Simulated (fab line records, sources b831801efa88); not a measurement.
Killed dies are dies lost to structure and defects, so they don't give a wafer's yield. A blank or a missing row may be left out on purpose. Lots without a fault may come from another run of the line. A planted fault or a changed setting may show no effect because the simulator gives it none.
A struck lot beside a sound one | flow sky130 | 15 steps out of a route of 708
Sound: wafers L203.3, L203.4, L203.6. Struck: wafers L209.1, L209.2, L209.3. The cause comes at the end.
At each step with rows: each side's tool, then ch and its chambers, then its first start. Under that, the readings that differ: sound wafers | struck wafers | difference of the means | sigmas: that difference in standard deviations of wafers without a fault.
alike: readings whose means differ by less than 2 such deviations, and words and numbers that are the same on both sides. not compared: withheld readings, readings that some wafer has no value for, bounds like >300 that may hide the same value, and numbers for which the record gives no deviation and whose values overlap.
The two part at a step that has a row with sigmas, a row that says differs or no value, or rows on one side only. Numbers that don't overlap but have no deviation are shown without sigmas and don't part them. A reading that every wafer of one side lacks parts them only if that side has two wafers or more.

first, 8 steps without rows for these wafers: SKY_METAL3_DEHYDRATE_05 (time 60 s); SKY_METAL3_HMDS_06 (prime time 60 s); SKY_METAL3_COAT_07 (resist thk 60 nm); SKY_METAL3_COAT_08 (resist thk 1140 nm); SKY_METAL3_SOFTBAKE_09 (time 90 s); SKY_METAL3_EXPOSE_10 (exposes mask MM3, target cd 300 nm); SKY_METAL3_PEB_11; SKY_METAL3_DEVELOP_12 (develop time 60 s).
SKY_METAL3_CD_MEAS_13: target cd 300 nm.
  sound on cd_sem-02, day 41 16:44; struck on cd_sem-01, day 43 22:03
  alike: cd_nm
SKY_METAL3_OVL_MEAS_14:
  sound on overlay-02, day 41 16:50; struck on overlay-02, day 43 22:10
  alike: METAL3_OVL
SKY_METAL3_DESCUM_15: chemistry O2, time 8 s.
  sound on rie_metal-02 ch 0,1, day 41 16:52; struck on rie_metal-02 ch 1, day 43 22:13
  alike: drypump_motor_current_A, oes_product_au, rf_fwd_power_W
  not compared: rf_hours_counter_h
SKY_METAL3_ETCH_16: etches BARC in N2/H2, stops on SiO2, time 88.2 s, target depth 60 nm.
  sound on rie_metal-02 ch 0,1, day 41 16:55; struck on rie_metal-02 ch 1, day 43 22:16
  reading                     | sound          | struck         | difference | sigmas
  drypump_motor_current_A (A) | 5.95 5.10 5.09 | 5.96 5.98 5.98 | +0.59      | +2
  alike: oes_product_au, rf_fwd_power_W, throttle_valve_pct
  not compared: rf_hours_counter_h
SKY_METAL3_ETCH_17: etches SiO2 in C4F8/O2/Ar, stops on TiN, time 3.9 s, target depth 15 nm.
  sound on rie_diel-02 ch 0,1,2, day 41 16:59; struck on rie_diel-02 ch 0,2,3, day 43 22:28
  reading               | sound             | struck            | difference | sigmas
  oes_product_au (a.u.) | 0.747 0.767 0.755 | 0.743 0.742 0.741 | -0.014     | -2
  rf_fwd_power_W (W)    | 1460 1462 1474    | 1218 1232 1228    | -239       | -35
  not compared: rf_hours_counter_h
SKY_METAL3_METAL_ETCH_18: etches the open film in Cl2/BCl3, stops on SiO2, target depth 845 nm, time 183.1 s.
  sound on rie_metal-01 ch 0,1, day 41 17:04; struck on rie_metal-03 ch 0,1, day 43 22:29
  alike: bcl3_flow_sccm, drypump_motor_current_A, oes_product_au, rf_fwd_power_W, throttle_valve_pct
  not compared: rf_hours_counter_h
SKY_PAD_OPEN_PROBE_99:
  the record has rows for the sound wafers here (prober-02, day 48 07:47) and none for the struck ones

WHERE THEY PART
First at SKY_METAL3_ETCH_16; last, within this record, at SKY_PAD_OPEN_PROBE_99.

WHY: what the simulator had put in
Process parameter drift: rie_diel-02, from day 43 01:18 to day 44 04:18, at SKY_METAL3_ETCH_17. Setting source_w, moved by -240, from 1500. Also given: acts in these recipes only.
